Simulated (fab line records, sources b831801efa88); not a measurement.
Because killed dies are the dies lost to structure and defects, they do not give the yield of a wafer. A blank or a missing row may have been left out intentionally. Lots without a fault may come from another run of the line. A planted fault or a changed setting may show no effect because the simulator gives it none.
A struck lot beside a sound one	flow gf180mcu	43 out of 602 route steps
Sound: these wafers, L219.1, L219.4, L219.6. Struck: wafers L210.2, L210.5, L210.6. The cause is given at the end.
Each step with rows lists, per side, the tool, then ch with its chambers, then its first start. Under that, the readings that differ: sound wafers	struck wafers	difference of the means	sigmas: that difference in standard deviations of wafers without a fault.
alike: words and numbers the same on both sides, and readings whose means are apart by under 2 such deviations; not compared: readings that were withheld, readings missing a value for some wafer, numbers with overlapping values and no deviation given by the record, and bounds like >300 which may hide the same value.
The two part at a step that has a row with sigmas, a row that says differs or no value, or rows on one side only. Numbers that don't overlap but have no deviation are shown without sigmas and don't part them. Lack of a reading on every wafer of one side parts them only where that side has two or more wafers.

first, 3 steps without rows for these wafers: GF_V1_STRIP_19 (strips in post etch residue remover, time 1200 s); GF_V1_CLEAN_20 (cleans in DIW); GF_V1_SPUTTER_21 (material Ti, target thk 15 nm, time 80.02 s).
GF_V1_SPUTTER_22: material TiN, target thk 10 nm, time 40 s.
  sound: pvd sputter-02 at day 24 23:36; struck: pvd sputter-02 at day 21 22:42
  alike: cathode dc power W, throttle valve pct
GF_V1_CVD_23: deposits W, target thk 350 nm, time 105.05 s.
  sound on cvd w-01 ch 0,1, day 24 23:38; struck on cvd w-01 ch 0,1, day 21 22:44
  alike: heater power w
GF_V1_RS_MEAS_24: measurement is done with a four-point probe.
  sound: film metro-02 at day 24 23:45; struck: film metro-02 at day 21 22:52
  alike: V1_W_RS
GF_V1_THK_MEAS_25: measures by xrf.
  sound: film metro-02 at day 24 23:52; struck: film metro-02 at day 21 22:59
  alike: V1_W_THK
then, 1 step without rows for these wafers: GF_V1_CMP_26 (polishes, stops on SiO2, t overpolish 15 s, target thk 0 nm).
GF_M2_SPUTTER_00: material Ti, target thk 37.5 nm, time 150 s.
  sound: pvd sputter-01 at day 25 00:14; struck: pvd sputter-04 at day 21 23:20
  alike: cathode dc power W, throttle valve pct
GF_M2_SPUTTER_01: material TiN, target thk 30 nm, time 25 s.
  sound: pvd sputter-01 at day 25 00:20; struck: pvd sputter-04 at day 21 23:26
  alike: cathode dc power W, throttle valve pct
then, 2 steps without rows for these wafers: GF_M2_SPUTTER_02 (material AlCu, target thk 450 nm, time 23.9 s); GF_M2_SPUTTER_03 (material Ti, target thk 10 nm, time 6.7 s).
GF_M2_SPUTTER_04: material TiN, target thk 50 nm, time 41.7 s.
  sound: pvd sputter-01 at day 25 00:25; struck: pvd sputter-04 at day 21 23:31
reading	sound	struck	difference	sigmas
cathode dc power W (W)	6500.8 6497.7 6499.1	6335.8 6335.3 6335.8	-163.6	-99 or more
  alike: throttle valve pct
  not compared: model.TiN_of_M2_SPUTTER_04.thk nm
GF_M2_RS_MEAS_05: measurement is done with a four-point probe.
  sound: film metro-03 at day 25 00:27; struck: film metro-03 at day 21 23:34
  alike: M2_ALCU_RS
GF_M2_THK_MEAS_06: measures by xrf.
  sound: film metro-03 at day 25 00:34; struck: film metro-03 at day 21 23:41
reading	sound	struck	difference	sigmas
M2_ALCU_THK (nm)	455 451 450	436 442 445	-11	-2
then, 7 steps without rows for these wafers: GF_M2_DEHYDRATE_07 (time 60 s); GF_M2_HMDS_08 (prime time 60 s); GF_M2_COAT_09 (resist thk 1000 nm); GF_M2_SOFTBAKE_10 (time 60 s); GF_M2_EXPOSE_11 (exposes mask Metal2, target cd 280 nm); GF_M2_PEB_12 (peb time 90 s); GF_M2_DEVELOP_13 (develop time 60 s).
GF_M2_CD_MEAS_14: target cd 280 nm.
  sound: cd sem-01 at day 25 21:04; struck: cd sem-01 at day 22 22:38
  alike: cd nm
GF_M2_OVL_MEAS_15:
  sound: overlay-01 at day 25 21:11; struck: overlay-02 at day 22 22:44
  alike: M2_OVL
then, 5 steps without rows for these wafers: GF_M2_METAL_ETCH_16 (etches the open film in Cl2/BCl3, stops on SiO2, target depth 750.8 nm, time 125.1 s); GF_M2_STRIP_17 (strips in O2/N2); GF_M2_STRIP_18 (strips in post etch residue remover, time 1200 s); GF_M2_CLEAN_19 (cleans in DIW); GF_V2_CVD_00 (deposits SiO2, target thk 600 nm, time 100 s).
GF_V2_THK_MEAS_01:
  sound: film metro-02 at day 25 22:01; struck: film metro-04 at day 22 23:31
  alike: V2_CVD_00_THK
GF_V2_CVD_02: deposits SiO2 from TEOS, target thk 850 nm, time 94.851 s.
  sound on pecvd-03 ch 0,2, day 25 22:05; struck on pecvd-01 ch 0,1,2, day 22 23:34
  alike: heater power w
GF_V2_THK_MEAS_03:
  sound: film metro-02 at day 25 22:09; struck: film metro-01 at day 22 23:39
  alike: V2_CVD_02_THK
then, 1 step without rows for these wafers: GF_V2_CMP_04 (polishes SiO2).
GF_V2_BOW_MEAS_05:
  sound: film metro-02 at day 25 22:34; struck: film metro-04 at day 23 00:01
  alike: V2_BOW
then, 8 steps without rows for these wafers: GF_V2_DEHYDRATE_06 (time 60 s); GF_V2_HMDS_07 (prime time 60 s); GF_V2_COAT_08; GF_V2_COAT_09 (resist thk 1000 nm); GF_V2_SOFTBAKE_10 (time 60 s); GF_V2_EXPOSE_11 (exposes mask Via2, target cd 260 nm); GF_V2_PEB_12 (peb time 90 s); GF_V2_DEVELOP_13 (develop time 60 s).
GF_V2_STRIP_19: strips in post etch residue remover, time 1200 s.
  sound on wet bench-02 ch 1, day 26 20:14; struck on wet bench-02 ch 2, day 23 23:03
reading	sound	struck	difference	sigmas
bath guard temp C (C)	72.5 72.1 72.1	73.2 73.3 73.4	+1.1	+3
  alike: temp c
  not compared: model.TiN_of_M2_SPUTTER_04.thk nm

## WHERE THEY PART
At GF_M2_SPUTTER_04 first; at GF_V2_STRIP_19 last (within this record only).

WHY: what had been put in by the simulator
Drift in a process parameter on pvd sputter-04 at GF_M2_SPUTTER_04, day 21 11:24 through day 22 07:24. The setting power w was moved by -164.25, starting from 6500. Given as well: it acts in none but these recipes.
